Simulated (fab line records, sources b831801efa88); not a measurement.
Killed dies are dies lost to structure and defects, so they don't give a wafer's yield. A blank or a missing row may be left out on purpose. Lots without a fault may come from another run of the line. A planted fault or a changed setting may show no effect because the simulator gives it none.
Which tool did it? | flow gf180mcu | 6 lots, 18 wafers sampled, at 1 step of a route of 602

WHAT THE GAUGES READ, wafer by wafer
GF_V4_THK_MEAS_03.
lot  | measured     | on            | V4_CVD_02_THK (nm)
L208 | day 23 19:05 | film_metro-01 | 835 859 850
L211 | day 24 21:46 | film_metro-03 | 841 845 852
L218 | day 27 07:28 | film_metro-01 | 856 852 860
L224 | day 28 23:44 | film_metro-01 | 849 849 857
L226 | day 29 13:27 | film_metro-01 | 862 863 860
L230 | day 30 20:17 | film_metro-01 | 849 856 861

WHICH TOOL RAN EACH LOT (tool, then ch and the chambers of the sampled wafers, then the start)
The record holds no process step before these readings.

THE ANSWER, worked out from the rows above alone
Rule: what is usual is taken from the lots themselves. Put in order of their means at a reading, lots are off if they are a third of the lots or fewer, leave a main group of 4 or more, and stand apart from it by a gap of 3 or more times the standard deviation of the main group's means; of several such gaps the widest counts. A main group whose means are all the same, to the digits that the tables above print for the reading, isn't used. A lot without any number at a reading at which 4 lots or more have one is off too. The other lots that the step has rows for count as sound.
No lot is off at any reading shown: from this, nothing can be told.

WHAT THE SIMULATOR HAD PUT IN
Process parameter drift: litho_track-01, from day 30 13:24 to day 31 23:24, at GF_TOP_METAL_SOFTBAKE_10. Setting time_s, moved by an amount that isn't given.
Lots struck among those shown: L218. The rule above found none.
